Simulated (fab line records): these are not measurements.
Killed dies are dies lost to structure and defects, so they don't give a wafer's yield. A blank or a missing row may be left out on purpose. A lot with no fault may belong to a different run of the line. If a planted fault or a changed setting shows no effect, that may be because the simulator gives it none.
Which tool is to blame? + flow sky130 + Sampling: 12 lots, 36 wafers, 4 of 708 route steps

== WHAT THE GAUGES READ, wafer by wafer ==
SKY_FIELD_ISO_CD_MEAS_13: target cd 150 nm.
| lot  | measured    | on        | cd nm (nm)        |
|------|-------------|-----------|-------------------|
| L688 | day 2 04:44 | cd sem-02 | 150.8 149.9 150.1 |
| L689 | day 2 12:34 | cd sem-02 | 151.4 150.3 152.3 |
| L690 | day 2 21:29 | cd sem-01 | 147.4 149.7 149.1 |
| L691 | day 2 21:35 | cd sem-02 | 147.8 147.7 147.8 |
| L697 | day 4 04:35 | cd sem-01 | 149.7 152.1 150.4 |
| L698 | day 4 09:53 | cd sem-02 | 151.2 151.6 151.0 |
| L701 | day 5 02:19 | cd sem-02 | 152.4 151.0 150.9 |
| L705 | day 5 22:50 | cd sem-01 | 149.7 148.8 148.2 |
| L707 | day 6 09:37 | cd sem-02 | 152.2 152.1 150.0 |
| L709 | day 6 19:23 | cd sem-01 | 150.6 150.6 150.3 |
| L710 | day 6 23:49 | cd sem-01 | 149.8 148.7 151.4 |
| L711 | day 7 05:38 | cd sem-01 | 149.5 148.6 149.8 |

SKY_SONOS_TUNNEL_CD_MEAS_07: target cd 410 nm.
| lot  | measured     | on        | cd nm (nm)                          |
|------|--------------|-----------|-------------------------------------|
| L688 | day 12 10:03 | cd sem-02 | 407.0 405.5 406.9                   |
| L689 | day 12 11:27 | cd sem-01 | 407.6 404.9 406.5                   |
| L690 | day 12 20:54 | cd sem-02 | 413.0 412.3 413.3                   |
| L691 | day 12 19:59 | cd sem-02 | 411.2 409.0 411.9                   |
| L697 | day 14 22:59 | cd sem-01 | 420.8 418.4 418.4 420.5 418.4 418.8 |
| L698 | day 15 06:24 | cd sem-02 | 418.8 416.6 417.1                   |
| L701 | day 16 11:31 | cd sem-01 | 410.3 410.5 411.3                   |
| L705 | day 17 12:01 | cd sem-02 | 408.5 407.6 406.9                   |
| L707 | day 18 07:02 | cd sem-02 | 414.2 412.3 413.7                   |
| L709 | day 18 22:35 | cd sem-01 | 409.2 410.1 408.7                   |
| L710 | day 19 00:26 | cd sem-01 | 411.0 410.1 411.8                   |
| L711 | day 19 13:23 | cd sem-01 | 410.7 412.7 413.0                   |

== EACH LOT AND THE TOOL THAT RAN IT (in order: tool; ch and the chambers of the sampled wafers; start) ==
| lot  | SKY_FIELD_ISO_CMP_27         | SKY_SONOS_TUNNEL_DEVELOP_06       |
|------|------------------------------|-----------------------------------|
| L688 | cmp-01 ch 0,1,2, day 2 15:58 | litho track-04 ch 0, day 12 09:55 |
| L689 | cmp-01 ch 1,2,3, day 2 21:43 | litho track-01 ch 0, day 12 11:19 |
| L690 | cmp-02 ch 0,1,3, day 3 01:38 | litho track-04 ch 0, day 12 20:46 |
| L691 | cmp-01 ch 1,2,3, day 3 01:32 | litho track-04 ch 0, day 12 19:50 |
| L697 | cmp-02 ch 1,2,3, day 4 10:20 | litho track-04 ch 0, day 14 22:50 |
| L698 | cmp-02 ch 0,2,3, day 4 17:07 | litho track-04 ch 0, day 15 06:16 |
| L701 | cmp-02 ch 0,3, day 5 09:50   | litho track-01 ch 0, day 16 11:22 |
| L705 | cmp-02 ch 0,1,2, day 6 03:07 | litho track-03 ch 0, day 17 11:52 |
| L707 | cmp-02 ch 0,2,3, day 6 15:16 | litho track-04 ch 0, day 18 06:53 |
| L709 | cmp-01 ch 1,2,3, day 7 01:09 | litho track-03 ch 0, day 18 22:26 |
| L710 | cmp-02 ch 0,2,3, day 7 05:28 | litho track-03 ch 0, day 19 00:17 |
| L711 | cmp-01 ch 0,2,3, day 7 10:33 | litho track-03 ch 0, day 19 13:14 |
- SKY_FIELD_ISO_CMP_27: polishes, stops on Si3N4, t overpolish 16 s, target thk 457.8 nm.
- SKY_SONOS_TUNNEL_DEVELOP_06: develop time 60 s.

== AS READ BY THE TOOLS THEMSELVES (means over the sampled wafers that have a number; for cases with no such wafer, the mark the record gives instead) ==
SKY_FIELD_ISO_CMP_27.
| lot  | tool   | motor current A (A) | overpolish run s (s) | platen rpm (rpm) | slurry flow ml min | time to endpoint s (s) |
|------|--------|---------------------|----------------------|------------------|--------------------|------------------------|
| L688 | cmp-01 | 11.3                | 16.003               | 60.00            | 150.1              | 117                    |
| L689 | cmp-01 | 12.0                | 16.001               | 59.97            | 149.9              | 121                    |
| L690 | cmp-02 | 11.2                | 16.004               | 59.98            | 150.3              | 111                    |
| L691 | cmp-01 | 12.1                | 16.007               | 59.98            | 149.9              | 120                    |
| L697 | cmp-02 | 11.2                | 16.014               | 59.98            | 150.3              | 115                    |
| L698 | cmp-02 | 10.9                | 15.999               | 60.02            | 149.8              | 114                    |
| L701 | cmp-02 | 11.4                | 15.997               | 60.00            | 150.3              | 112                    |
| L705 | cmp-02 | 10.7                | 16.005               | 60.05            | 150.0              | 112                    |
| L707 | cmp-02 | 11.0                | 15.998               | 60.00            | 150.2              | 111                    |
| L709 | cmp-01 | 11.6                | 16.001               | 59.97            | 150.2              | 122                    |
| L710 | cmp-02 | 10.5                | 15.991               | 60.01            | 150.1              | 112                    |
| L711 | cmp-01 | 11.8                | 16.011               | 60.03            | 149.8              | 120                    |

== THE ANSWER, worked out from the rows above alone ==
Rule: the usual values come from the lots themselves. Put in order of their means at a reading, lots are off if they are a third of the lots or fewer, leave a main group of 4 or more, and stand apart from it by a gap of 3 or more times the standard deviation of the main group's means; of several such gaps the widest counts. If all means in a main group match to the digits the tables above print for the reading, that group is not used. Also off: a lot with no number at a reading for which 4 or more lots have one. Any other lot the step has rows for is counted as sound. First the gauges in route order, then the tools' own readings, where a lot's mean is used as printed above. At the first step where some lot is off, the reading lying furthest off is the one used; lots without a number count as furthest.
Nothing can be told from this: no lot is off at any reading shown.

== WHAT HAD BEEN PUT IN BY THE SIMULATOR ==
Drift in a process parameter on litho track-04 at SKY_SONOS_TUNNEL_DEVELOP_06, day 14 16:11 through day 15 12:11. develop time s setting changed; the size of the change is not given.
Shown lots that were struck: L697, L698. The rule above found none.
